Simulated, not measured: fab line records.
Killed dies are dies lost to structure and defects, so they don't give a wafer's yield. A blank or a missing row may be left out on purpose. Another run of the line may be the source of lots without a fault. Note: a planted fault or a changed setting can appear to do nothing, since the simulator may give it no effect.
fab line records	flow sky130
[record] lots = 13	wafers = 39	lastDay = 50
route steps=708 shown FIELD_ISO@24 NWELL@78 VT_ADJUST_HVTP@89 PAD_OPEN@708
lots that met no fault: from a run of the same line without faults
startH: hours from the record's opening day to when the first of the lot's shown wafers began	waitH: hours from the lot's prior step to this one	" repeats the value in the row above	L1.1+2: several wafers, shown together as one row	- no value present, or no start provided	* or withheld: withheld	< > ~ a bound
route shown NAME@n: names a module that has steps shown in the file, with the first one's number in the route	usual: mean and standard deviation over wafers with no fault	same: alike in all rows	chamber/n: place in a boat	sites: each site's reading	_std_site: the standard deviation of these	_edge_site: mean of outer sites minus mean of inner sites	radiusMm: for every site, how far away it sits from the centre of the wafer	mask NAME#n: copy n	behind: the last tool/chamber to shape the wafer	hold: reason for holding the lot/hours on hold/outcome of the hold	device: names the non-switching transistor (n, p or np)	end of line: at the end of the route, the tests of the same wafers	step lacking rows: just its recipe	killed: dies that structure and defects cost at the first sort, which is not the same as the wafer's yield	map: a wafer's dies, marking killed ones x, the rest . and places with no die _
set.NAME: setting as actually run; set.NAME@STEP: the setting as run at that earlier step	model.NAME: the simulator's own value behind a step, which no gauge read
one table for each step of the route and one row for each wafer, over a sample of lots
services: a tool's chamber out of use, with start hour (startH, from the record's first day; less than 0 if before it), hours out, and reason
[[steps]]
[step SKY_FIELD_ISO_THK_MEAS_23]
[recipe] reads = SiO2_of_FIELD_ISO_OXIDATION_22
[usual] FIELD_ISO_OXIDATION_01_THK = 9.94/0.18
lot.wafer	tool	chamber	startH	waitH	FIELD_ISO_OXIDATION_01_THK[nm]
L560.2	filmMetro-04	-	33.11	0.0	9.98
L560.3	"	-	"	"	9.97
L560.4	"	-	"	"	10.06
L561.4	filmMetro-01	-	35.44	0.0	10.31
L561.5	"	-	"	"	10.18
L561.6	"	-	"	"	10.23
L562.1	filmMetro-04	-	40.98	0.0	10.08
L562.2	"	-	"	"	10.23
L562.6	"	-	"	"	10.17
L565.1	filmMetro-01	-	59.15	0.0	9.70
L565.4	"	-	"	"	9.76
L565.6	"	-	"	"	9.82
L568.2	filmMetro-01	-	74.67	0.0	9.83
L568.3	"	-	"	"	9.83
L568.6	"	-	"	"	9.88
L569.1	filmMetro-03	-	77.52	0.0	9.67
L569.3	"	-	"	"	9.92
L569.5	"	-	"	"	9.87
L571.1	filmMetro-03	-	90.78	0.0	9.91
L571.4	"	-	"	"	9.99
L571.5	"	-	"	"	10.04
L572.1	filmMetro-04	-	95.84	0.0	10.21
L572.4	"	-	"	"	10.22
L572.6	"	-	"	"	10.19
L574.1	filmMetro-04	-	104.56	0.0	9.77
L574.2	"	-	"	"	9.85
L574.3	"	-	"	"	10.02
L576.1	filmMetro-04	-	113.45	0.0	9.94
L576.5	"	-	"	"	10.11
L576.6	"	-	"	"	9.91
L579.2	filmMetro-03	-	132.81	0.0	9.79
L579.3	"	-	"	"	9.71
L579.4	"	-	"	"	9.86
L580.3	filmMetro-01	-	137.82	0.0	9.70
L580.4	"	-	"	"	9.76
L580.5	"	-	"	"	9.37
L582.2	filmMetro-01	-	147.43	0.0	9.88
L582.3	"	-	"	"	9.79
L582.4	"	-	"	"	9.80
[step SKY_FIELD_ISO_THK_MEAS_25]
[recipe] reads = SiO2_of_FIELD_ISO_CVD_24
[usual] FIELD_ISO_CVD_24_THK = 593/6.3
lot.wafer	tool	chamber	startH	waitH	FIELD_ISO_CVD_24_THK[nm]
L560.2	filmMetro-03	-	33.24	0.0	595
L560.3	"	-	"	"	600
L560.4	"	-	"	"	605
L561.4	filmMetro-04	-	35.57	0.0	586
L561.5	"	-	"	"	591
L561.6	"	-	"	"	590
L562.1	filmMetro-03	-	41.12	0.0	594
L562.2	"	-	"	"	590
L562.6	"	-	"	"	591
L565.1	filmMetro-03	-	59.28	0.0	595
L565.4	"	-	"	"	594
L565.6	"	-	"	"	589
L568.2	filmMetro-04	-	74.80	0.0	592
L568.3	"	-	"	"	586
L568.6	"	-	"	"	588
L569.1	filmMetro-01	-	77.66	0.0	600
L569.3	"	-	"	"	585
L569.5	"	-	"	"	592
L571.1	filmMetro-01	-	90.92	0.0	582
L571.4	"	-	"	"	581
L571.5	"	-	"	"	583
L572.1	filmMetro-01	-	95.97	0.0	597
L572.4	"	-	"	"	593
L572.6	"	-	"	"	596
L574.1	filmMetro-03	-	104.69	0.0	597
L574.2	"	-	"	"	594
L574.3	"	-	"	"	592
L576.1	filmMetro-01	-	113.58	0.0	601
L576.5	"	-	"	"	601
L576.6	"	-	"	"	603
L579.2	filmMetro-01	-	132.95	0.0	589
L579.3	"	-	"	"	582
L579.4	"	-	"	"	586
L580.3	filmMetro-04	-	137.96	0.1	603
L580.4	"	-	"	"	599
L580.5	"	-	"	"	599
L582.2	filmMetro-03	-	147.56	0.0	589
L582.3	"	-	"	"	592
L582.4	"	-	"	"	594
[step SKY_NWELL_STRIP_25]
[recipe] chemistry = O2/N2	powerW = 1400	pressureMtorr = 1500	platenTempC = withheld	o2FlowSccm = 3000	n2FlowSccm = 300	overashFraction = 0.5
[usual] drypumpMotorCurrentA = 5.6/0.5	oesProductAu = 0.722/0.0044	stripTimeToEndpointS = 36.95/0.091
[same] overashFraction = 0.5
lot.wafer	tool	chamber	startH	waitH	drypumpMotorCurrentA	oesProductAu	rfHoursCounterH	stripTimeToEndpointS
L560.2	plasmaAsher-02	0	106.15	0.1	5.3	0.720	43	36.92
L560.3	"	0	"	"	5.3	0.725	-	36.88
L560.4	"	1	"	"	5.7	0.720	-	36.88
L561.4	plasmaAsher-04	1	109.08	0.1	6.4	0.728	-	37.02
L561.5	"	1	"	"	6.4	0.718	-	36.91
L561.6	"	0	"	"	5.0	0.729	-	36.98
L562.1	plasmaAsher-04	1	117.64	0.1	6.4	0.725	32	36.99
L562.2	"	0	"	"	5.0	0.718	32	36.92
L562.6	"	0	"	"	5.0	0.725	-	36.84
L565.1	plasmaAsher-02	0	135.40	0.1	5.3	0.726	2	37.05
L565.4	"	1	"	"	5.7	0.725	-	37.11
L565.6	"	1	"	"	5.6	0.715	-	37.25
L568.2	plasmaAsher-04	1	155.14	0.1	6.4	0.713	36	36.93
L568.3	"	1	"	"	6.4	0.723	-	36.90
L568.6	"	1	"	"	6.4	0.726	-	36.85
L569.1	plasmaAsher-04	0	157.69	0.1	5.0	0.722	36	36.80
L569.3	"	1	"	"	6.3	0.721	-	36.86
L569.5	"	0	"	"	5.0	0.714	-	36.89
L571.1	plasmaAsher-02	1	174.84	0.1	5.7	0.720	6	36.90
L571.4	"	1	"	"	5.7	0.716	-	36.87
L571.5	"	0	"	"	5.3	0.722	-	36.98
L572.1	plasmaAsher-04	1	181.07	0.1	6.3	0.727	38	36.95
L572.4	"	0	"	"	5.0	0.722	-	36.94
L572.6	"	0	"	"	5.0	0.722	-	37.05
L574.1	plasmaAsher-02	1	189.84	0.1	5.7	0.719	7	36.90
L574.2	"	0	"	"	5.3	0.727	7	36.87
L574.3	"	0	"	"	5.3	0.724	-	36.94
L576.1	plasmaAsher-04	0	200.04	0.1	5.0	0.717	40	37.00
L576.5	"	0	"	"	5.0	0.714	-	37.02
L576.6	"	1	"	"	6.3	0.724	-	36.87
L579.2	plasmaAsher-02	1	222.37	0.1	5.7	0.730	10	37.07
L579.3	"	1	"	"	5.7	0.727	-	36.89
L579.4	"	0	"	"	5.3	0.720	-	36.97
L580.3	plasmaAsher-04	0	228.88	0.1	5.0	0.716	-	36.81
L580.4	"	1	"	"	6.3	0.723	-	36.80
L580.5	"	1	"	"	6.3	0.729	-	36.87
L582.2	plasmaAsher-04	0	239.32	0.1	5.0	0.719	44	37.04
L582.3	"	1	"	"	6.3	0.721	-	36.84
L582.4	"	0	"	"	5.0	0.718	-	36.96
[step SKY_VT_ADJUST_HVTP_EXPOSE_04]
[recipe] maskId = HVTPM	na = 0.6	sourceShape = conventional	sigmaOuter = 0.6	polarization = unpolarized	targetCdNm = 380	doseMj = 140
lot.wafer	tool	chamber	startH	waitH	mask
L560.2+3+4	ilineStepper-01	0	115.82	-	HVTPM#0
L561.4+5+6	ilineStepper-01	0	118.97	-	HVTPM#0
L562.1+2+6	ilineStepper-01	0	127.40	-	HVTPM#0
L565.1+4+6	ilineStepper-01	0	145.42	-	HVTPM#0
L568.2+3+6	ilineStepper-02	0	165.53	-	HVTPM#0
L569.1+3+5	ilineStepper-02	0	168.02	-	HVTPM#0
L571.1+4+5	ilineStepper-01	0	186.32	-	HVTPM#0
L572.1+4+6	ilineStepper-02	0	192.82	-	HVTPM#0
L574.1+2+3	ilineStepper-01	0	201.66	-	HVTPM#0
L576.1+5+6	ilineStepper-02	0	211.84	-	HVTPM#0
L579.2+3+4	ilineStepper-01	0	233.58	-	HVTPM#0
L580.3+4+5	ilineStepper-01	0	240.67	-	HVTPM#0
L582.2+3+4	ilineStepper-02	0	252.02	-	HVTPM#0
[step SKY_VT_ADJUST_HVTP_CD_MEAS_07]
[recipe] targetCdNm = 380
[usual] cdNm = 380.3/2.5
lot.wafer	tool	chamber	startH	waitH	cdNm
L560.2	cdSem-02	-	124.72	0.1	378.6
L560.3	"	-	"	"	378.5
L560.4	"	-	"	"	379.4
L561.4	cdSem-02	-	127.89	0.1	382.8
L561.5	"	-	"	"	383.7
L561.6	"	-	"	"	384.1
L562.1	cdSem-02	-	136.83	0.1	379.0
L562.2	"	-	"	"	379.8
L562.6	"	-	"	"	377.3
L565.1	cdSem-02	-	155.12	0.1	379.0
L565.4	"	-	"	"	382.3
L565.6	"	-	"	"	380.2
L568.2	cdSem-02	-	175.44	0.1	384.0
L568.3	"	-	"	"	383.0
L568.6	"	-	"	"	380.6
L569.1	cdSem-01	-	177.87	0.1	378.6
L569.3	"	-	"	"	378.7
L569.5	"	-	"	"	377.0
L571.1	cdSem-01	-	197.60	0.1	381.2
L571.4	"	-	"	"	378.7
L571.5	"	-	"	"	379.1
L572.1	cdSem-01	-	204.10	0.1	381.2
L572.4	"	-	"	"	380.3
L572.6	"	-	"	"	379.8
L574.1	cdSem-01	-	212.63	0.1	379.3
L574.2	"	-	"	"	379.4
L574.3	"	-	"	"	379.5
L576.1	cdSem-02	-	222.50	0.1	380.6
L576.5	"	-	"	"	379.7
L576.6	"	-	"	"	380.3
L579.2	cdSem-02	-	245.00	0.1	377.1
L579.3	"	-	"	"	377.3
L579.4	"	-	"	"	360.9
L580.3	cdSem-01	-	252.34	0.1	384.8
L580.4	"	-	"	"	366.5
L580.5	"	-	"	"	383.2
L582.2	cdSem-02	-	263.63	0.1	382.3
L582.3	"	-	"	"	382.2
L582.4	"	-	"	"	382.4
[step SKY_PAD_OPEN_PROBE_99]
[usual] killed_at_M0_to_M3 = 43/7.1	killed_at_M4_up = 3.2/1.9	killedAtContacts = 23/5.1	killedAtFrontEnd = 15/4.5	killedAtOther = 0.4/0.65	killedDies = 85/9.4	killedOpen = 47/6.8	killedShort = 38/6.1
[same] grossDies = 492	killedAtBackSide = 0
lot.wafer	tool	chamber	startH	waitH	killed_at_M0_to_M3	killed_at_M4_up	killedAtContacts	killedAtFrontEnd	killedAtOther	killedDies	killedOpen	killedShort
L560.2	prober-02	-	1082.66	0.1	46	3	33	21	0	103	54	49
L560.3	prober-02	-	1082.71	0.2	43	3	15	12	0	73	42	31
L560.4	prober-02	-	1082.76	0.2	52	2	21	14	0	89	49	40
L561.4	prober-01	-	1088.26	0.2	36	2	27	11	1	77	37	40
L561.5	prober-01	-	1088.31	0.2	32	3	24	19	0	78	42	36
L561.6	prober-01	-	1088.36	0.2	50	2	23	13	4	92	48	42
L562.1	prober-02	-	1097.07	0.1	36	5	21	21	0	83	50	32
L562.2	prober-02	-	1097.12	0.1	54	4	16	16	0	90	50	39
L562.6	prober-02	-	1097.32	0.2	45	6	29	8	2	90	51	39
L565.1	prober-01	-	1118.34	0.1	50	3	17	18	1	89	46	41
L565.4	prober-01	-	1118.49	0.2	50	5	19	17	1	92	46	44
L565.6	prober-01	-	1118.59	0.2	52	3	17	23	1	96	47	46
L568.2	prober-02	-	1142.47	0.1	49	1	21	16	1	88	48	39
L568.3	prober-02	-	1142.52	0.2	46	2	21	10	1	80	42	38
L568.6	prober-02	-	1142.67	0.2	44	6	29	9	0	88	54	34
L569.1	prober-01	-	1146.34	0.1	54	2	19	19	1	95	48	47
L569.3	prober-01	-	1146.44	0.2	60	2	17	16	0	95	58	37
L569.5	prober-01	-	1146.54	0.2	43	3	24	16	1	87	40	47
L571.1	prober-01	-	1156.78	0.1	46	1	21	14	0	82	45	36
L571.4	prober-01	-	1156.93	0.2	42	4	27	18	0	91	53	36
L571.5	prober-01	-	1156.98	0.2	43	4	28	12	0	87	52	35
L572.1	prober-02	-	1162.57	0.1	40	3	23	14	2	82	41	41
L572.4	prober-02	-	1162.72	0.2	39	0	22	17	1	79	35	44
L572.6	prober-02	-	1162.82	0.2	39	2	29	24	1	95	46	49
L574.1	prober-01	-	1171.47	0.1	40	7	29	14	1	91	57	33
L574.2	prober-01	-	1171.52	0.1	55	0	22	7	1	85	48	37
L574.3	prober-01	-	1171.57	0.2	39	4	15	12	0	70	38	32
L576.1	prober-02	-	1177.31	0.1	53	2	24	9	1	89	54	35
L576.5	prober-02	-	1177.51	0.2	39	5	23	15	0	82	42	40
L576.6	prober-02	-	1177.56	0.2	44	1	23	15	0	83	48	35
L579.2	prober-01	-	1189.78	0.1	40	4	28	10	0	82	45	37
L579.3	prober-01	-	1189.83	0.2	41	6	12	15	0	74	39	34
L579.4	prober-01	-	1189.88	0.2	40	1	17	17	0	75	50	25
L580.3	prober-02	-	1193.56	0.2	42	3	27	16	1	89	45	44
L580.4	prober-02	-	1193.61	0.2	45	2	27	13	0	87	48	39
L580.5	prober-02	-	1193.66	0.2	36	2	28	17	0	83	41	42
L582.2	prober-02	-	1203.73	0.1	42	3	24	16	0	85	49	36
L582.3	prober-02	-	1203.78	0.2	36	7	18	14	0	75	35	40
L582.4	prober-02	-	1203.83	0.2	40	6	21	19	0	86	48	38
// killed by level:class
L560.2 VIA1:geometricParticle:open=12 LI_CONTACT:geometricParticle:open=9 CONTACT:geometricParticle:open=8 METAL1:geometricParticle:short=8 FIELD_ISO:geometricParticle:short=7 CONTACT:geometricParticle:short=7 VIA3:geometricParticle:open=7 LI_CONTACT:geometricParticle:short=5
L560.3 VIA1:geometricParticle:open=11 VIA3:geometricParticle:open=7 METAL2:geometricParticle:short=6 METAL1:geometricParticle:short=5 VIA2:geometricParticle:open=5 LI_CONTACT:geometricParticle:open=4 CONTACT:geometricParticle:short=4 CONTACT:geometricParticle:open=4
L560.4 VIA1:geometricParticle:open=10 METAL2:geometricParticle:short=8 VIA3:geometricParticle:open=7 LI_CONTACT:geometricParticle:open=6 VIA2:geometricParticle:short=5 CONTACT:geometricParticle:open=5 VIA1:geometricParticle:short=5 LOCAL_INTERCONNECT:geometricParticle:short=4
L561.4 CONTACT:geometricParticle:open=10 VIA2:geometricParticle:open=7 CONTACT:geometricParticle:short=6 VIA1:geometricParticle:open=6 VIA1:geometricParticle:short=6 LI_CONTACT:geometricParticle:open=5 METAL2:geometricParticle:short=5 LI_CONTACT:geometricParticle:short=4
L561.5 VIA1:geometricParticle:open=10 LI_CONTACT:geometricParticle:open=7 POLY_GATE:geometricParticle:open=5 CONTACT:geometricParticle:open=5 CONTACT:geometricParticle:short=4 METAL2:geometricParticle:short=4 FIELD_ISO:geometricParticle:open=3 FIELD_ISO:geometricParticle:short=3
L561.6 VIA1:geometricParticle:open=14 METAL1:geometricParticle:short=10 VIA1:geometricParticle:short=9 CONTACT:geometricParticle:open=8 LI_CONTACT:geometricParticle:open=6 VIA3:geometricParticle:open=5 VIA2:geometricParticle:open=5 POLY_GATE:geometricParticle:short=4
L562.1 CONTACT:geometricParticle:open=11 VIA2:geometricParticle:open=9 FIELD_ISO:geometricParticle:open=7 VIA1:geometricParticle:open=7 FIELD_ISO:geometricParticle:short=6 VIA1:geometricParticle:short=6 LI_CONTACT:geometricParticle:open=6 VIA3:geometricParticle:open=4
L562.2 VIA1:geometricParticle:open=11 VIA2:geometricParticle:open=9 VIA3:geometricParticle:open=7 CONTACT:geometricParticle:open=6 LI_CONTACT:geometricParticle:open=6 METAL1:geometricParticle:short=6 VIA2:geometricParticle:short=6 VIA1:geometricParticle:short=5
L562.6 CONTACT:geometricParticle:open=12 VIA1:geometricParticle:open=12 VIA2:geometricParticle:open=8 LOCAL_INTERCONNECT:geometricParticle:short=7 METAL2:geometricParticle:short=6 LI_CONTACT:geometricParticle:open=5 METAL1:geometricParticle:short=5 VIA3:geometricParticle:open=5
L565.1 VIA1:geometricParticle:open=9 VIA2:geometricParticle:short=7 VIA2:geometricParticle:open=7 FIELD_ISO:geometricParticle:open=6 METAL1:geometricParticle:short=5 LI_CONTACT:geometricParticle:open=5 CONTACT:geometricParticle:short=5 VIA3:geometricParticle:open=5
L565.4 METAL1:geometricParticle:short=13 VIA1:geometricParticle:open=10 CONTACT:geometricParticle:open=8 METAL2:geometricParticle:short=8 FIELD_ISO:geometricParticle:short=7 VIA2:geometricParticle:open=5 POLY_GATE:geometricParticle:open=4 LI_CONTACT:geometricParticle:open=4
L565.6 FIELD_ISO:geometricParticle:open=8 FIELD_ISO:geometricParticle:short=8 CONTACT:geometricParticle:open=7 METAL2:geometricParticle:short=7 VIA2:geometricParticle:open=7 LI_CONTACT:geometricParticle:open=6 VIA3:geometricParticle:open=6 METAL1:geometricParticle:short=6
L568.2 CONTACT:geometricParticle:open=10 VIA1:geometricParticle:open=10 METAL1:geometricParticle:short=7 FIELD_ISO:geometricParticle:open=6 VIA1:geometricParticle:short=6 VIA3:geometricParticle:open=6 POLY_GATE:geometricParticle:open=4 LI_CONTACT:geometricParticle:open=4
L568.3 CONTACT:geometricParticle:open=8 VIA2:geometricParticle:open=8 VIA1:geometricParticle:open=7 METAL2:geometricParticle:short=6 VIA2:geometricParticle:short=6 LI_CONTACT:geometricParticle:open=4 LOCAL_INTERCONNECT:geometricParticle:short=4 VIA3:geometricParticle:open=4
L568.6 VIA1:geometricParticle:open=19 CONTACT:geometricParticle:open=10 LI_CONTACT:geometricParticle:open=7 METAL2:geometricParticle:short=6 VIA2:geometricParticle:open=6 LOCAL_INTERCONNECT:geometricParticle:short=4 VIA3:geometricParticle:open=4 METAL4:geometricParticle:short=4
L569.1 VIA1:geometricParticle:open=12 METAL1:geometricParticle:short=11 FIELD_ISO:geometricParticle:short=9 VIA3:geometricParticle:open=9 LI_CONTACT:geometricParticle:open=7 VIA1:geometricParticle:short=7 VIA2:geometricParticle:open=6 FIELD_ISO:geometricParticle:open=4
L569.3 VIA1:geometricParticle:open=18 VIA3:geometricParticle:open=10 LI_CONTACT:geometricParticle:open=8 VIA2:geometricParticle:open=7 FIELD_ISO:geometricParticle:short=6 VIA1:geometricParticle:short=6 METAL2:geometricParticle:short=6 CONTACT:geometricParticle:open=5
L569.5 CONTACT:geometricParticle:open=8 VIA1:geometricParticle:open=8 VIA2:geometricParticle:open=8 METAL1:geometricParticle:short=6 FIELD_ISO:geometricParticle:short=5 POLY_GATE:geometricParticle:short=5 LI_CONTACT:geometricParticle:open=5 METAL2:geometricParticle:short=5
L571.1 VIA1:geometricParticle:open=14 CONTACT:geometricParticle:open=8 METAL2:geometricParticle:short=8 LI_CONTACT:geometricParticle:open=7 VIA1:geometricParticle:short=5 VIA3:geometricParticle:short=5 FIELD_ISO:geometricParticle:open=3 FIELD_ISO:geometricParticle:short=3
L571.4 CONTACT:geometricParticle:open=12 VIA1:geometricParticle:open=10 LI_CONTACT:geometricParticle:open=6 METAL2:geometricParticle:short=6 VIA3:geometricParticle:open=6 FIELD_ISO:geometricParticle:short=5 VIA2:geometricParticle:open=5 POLY_GATE:geometricParticle:short=4
L571.5 VIA1:geometricParticle:open=13 CONTACT:geometricParticle:open=9 VIA3:geometricParticle:open=8 LI_CONTACT:geometricParticle:short=6 LI_CONTACT:geometricParticle:open=6 FIELD_ISO:geometricParticle:short=4 VIA2:geometricParticle:open=4 LOCAL_INTERCONNECT:geometricParticle:short=4
L572.1 LI_CONTACT:geometricParticle:open=9 METAL2:geometricParticle:short=9 FIELD_ISO:geometricParticle:open=5 LOCAL_INTERCONNECT:geometricParticle:short=5 CONTACT:geometricParticle:open=5 VIA2:geometricParticle:open=5 METAL3:geometricParticle:short=5 METAL1:geometricParticle:short=4
L572.4 METAL2:geometricParticle:short=7 LI_CONTACT:geometricParticle:open=6 POLY_GATE:geometricParticle:short=5 CONTACT:geometricParticle:open=5 VIA2:geometricParticle:short=5 VIA2:geometricParticle:open=5 METAL3:geometricParticle:short=5 POLY_GATE:geometricParticle:open=4
L572.6 VIA1:geometricParticle:open=10 LOCAL_INTERCONNECT:geometricParticle:short=9 FIELD_ISO:geometricParticle:short=8 LI_CONTACT:geometricParticle:open=6 CONTACT:geometricParticle:open=6 CONTACT:geometricParticle:short=6 POLY_GATE:geometricParticle:short=5 VIA1:geometricParticle:short=5
L574.1 CONTACT:geometricParticle:open=14 VIA1:geometricParticle:open=9 VIA2:geometricParticle:open=8 LI_CONTACT:geometricParticle:open=7 VIA3:geometricParticle:open=6 FIELD_ISO:geometricParticle:open=5 LI_CONTACT:geometricParticle:short=5 METAL4:geometricParticle:short=5
L574.2 VIA2:geometricParticle:open=10 VIA1:geometricParticle:open=9 LI_CONTACT:geometricParticle:open=8 VIA3:geometricParticle:open=6 VIA1:geometricParticle:short=6 METAL3:geometricParticle:short=5 VIA2:geometricParticle:short=5 CONTACT:geometricParticle:open=5
L574.3 VIA1:geometricParticle:open=12 VIA3:geometricParticle:open=9 FIELD_ISO:geometricParticle:short=6 CONTACT:geometricParticle:open=5 LOCAL_INTERCONNECT:geometricParticle:short=4 CONTACT:geometricParticle:short=4 VIA1:geometricParticle:short=3 METAL2:geometricParticle:short=3
L576.1 VIA1:geometricParticle:open=18 VIA3:geometricParticle:open=10 CONTACT:geometricParticle:open=9 METAL2:geometricParticle:short=7 LI_CONTACT:geometricParticle:open=7 POLY_GATE:geometricParticle:short=6 CONTACT:geometricParticle:short=5 VIA2:geometricParticle:open=4
L576.5 CONTACT:geometricParticle:open=10 VIA1:geometricParticle:open=10 VIA3:geometricParticle:open=8 POLY_GATE:geometricParticle:short=6 VIA2:geometricParticle:open=5 FIELD_ISO:geometricParticle:short=4 CONTACT:geometricParticle:short=4 METAL1:geometricParticle:short=4
L576.6 VIA1:geometricParticle:open=10 VIA3:geometricParticle:open=9 LI_CONTACT:geometricParticle:open=7 CONTACT:geometricParticle:open=7 VIA2:geometricParticle:open=6 VIA1:geometricParticle:short=6 FIELD_ISO:geometricParticle:open=5 POLY_GATE:geometricParticle:short=5
L579.2 CONTACT:geometricParticle:open=10 LI_CONTACT:geometricParticle:short=7 VIA1:geometricParticle:open=7 LI_CONTACT:geometricParticle:open=6 METAL2:geometricParticle:short=6 VIA2:geometricParticle:open=5 VIA2:geometricParticle:short=4 VIA3:geometricParticle:open=4
L579.3 VIA1:geometricParticle:open=12 VIA3:geometricParticle:open=7 VIA1:geometricParticle:short=7 FIELD_ISO:geometricParticle:short=5 LI_CONTACT:geometricParticle:open=5 POLY_GATE:geometricParticle:open=4 CONTACT:geometricParticle:short=4 METAL1:geometricParticle:short=4
L579.4 VIA2:geometricParticle:open=15 FIELD_ISO:geometricParticle:open=7 CONTACT:geometricParticle:open=6 VIA1:geometricParticle:open=4 VIA1:geometricParticle:short=4 VIA3:geometricParticle:open=4 FIELD_ISO:geometricParticle:short=3 LI_CONTACT:geometricParticle:short=3
L580.3 CONTACT:geometricParticle:open=8 VIA3:geometricParticle:open=8 LI_CONTACT:geometricParticle:open=7 METAL1:geometricParticle:short=6 CONTACT:geometricParticle:short=5 VIA1:geometricParticle:short=5 METAL2:geometricParticle:short=5 FIELD_ISO:geometricParticle:open=4
L580.4 VIA1:geometricParticle:open=12 CONTACT:geometricParticle:open=10 VIA3:geometricParticle:open=9 METAL1:geometricParticle:short=6 VIA3:geometricParticle:short=6 POLY_GATE:geometricParticle:open=5 LI_CONTACT:geometricParticle:open=5 LOCAL_INTERCONNECT:geometricParticle:short=5
L580.5 CONTACT:geometricParticle:open=13 VIA1:geometricParticle:open=8 FIELD_ISO:geometricParticle:short=7 METAL2:geometricParticle:short=7 LI_CONTACT:geometricParticle:open=6 CONTACT:geometricParticle:short=5 VIA3:geometricParticle:open=5 POLY_GATE:geometricParticle:short=4
L582.2 LI_CONTACT:geometricParticle:open=10 VIA1:geometricParticle:open=9 METAL1:geometricParticle:short=8 FIELD_ISO:geometricParticle:open=7 CONTACT:geometricParticle:open=6 CONTACT:geometricParticle:short=5 VIA2:geometricParticle:open=5 METAL3:geometricParticle:short=4
L582.3 METAL2:geometricParticle:short=9 CONTACT:geometricParticle:open=8 FIELD_ISO:geometricParticle:open=7 VIA3:geometricParticle:short=7 FIELD_ISO:geometricParticle:short=6 METAL4:geometricParticle:short=5 METAL1:geometricParticle:short=5 LI_CONTACT:geometricParticle:open=4
L582.4 VIA1:geometricParticle:open=12 LOCAL_INTERCONNECT:geometricParticle:short=7 CONTACT:geometricParticle:open=7 FIELD_ISO:geometricParticle:short=6 VIA3:geometricParticle:open=6 POLY_GATE:geometricParticle:short=5 LI_CONTACT:geometricParticle:open=5 METAL1:geometricParticle:short=5
[[services]]
tool	chamber	startH	hours	kind
ilineStepper-02	-	97.53	1.7	pm
ilineStepper-01	0	105.39	-	calibration
plasmaAsher-02	-	108.75	9.0	pm
plasmaAsher-02	0	108.75	9.0	ventCycle
plasmaAsher-02	1	108.75	9.0	ventCycle
plasmaAsher-02	0	117.75	-	clean
plasmaAsher-02	1	117.75	-	clean
plasmaAsher-02	-	130.40	1.4	repair
plasmaAsher-02	-	193.60	2.8	repair
ilineStepper-01	-	210.09	1.7	pm
ilineStepper-02	0	220.30	-	calibration
ilineStepper-02	-	226.18	0.7	repair
[[key]]
[firstSign] step = SKY_VT_ADJUST_HVTP_CD_MEAS_07	reading = cdNm	direction = down	sigmas = 6.8	usual = 380.3	struck = 363.7
effect none on later readings
metAt SKY_VT_ADJUST_HVTP_EXPOSE_04
struckLots L579,L580
struckWafers L579.4,L580.4
testerLeftOut L579,L580
notActingAt SKY_FIELD_ISO_THK_MEAS_23,SKY_FIELD_ISO_THK_MEAS_25,SKY_NWELL_STRIP_25
onsetBetween 201.66 233.58
[fault] kind = processParameterDrift	tool = ilineStepper-01	chamber = -	onsetH = 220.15	steps = SKY_VT_ADJUST_HVTP_EXPOSE_04	channel = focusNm	offset = 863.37	shape = step	endH = 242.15	scope = struckWafersOnly
// testerLeftOut: of these lots the tester's yield and bins aren't shown, on N5 and GAA mostly nor the transistor test; their killed dies are dies lost to structure and defects alone, not to doping, threshold or leakage, so they don't give the yield
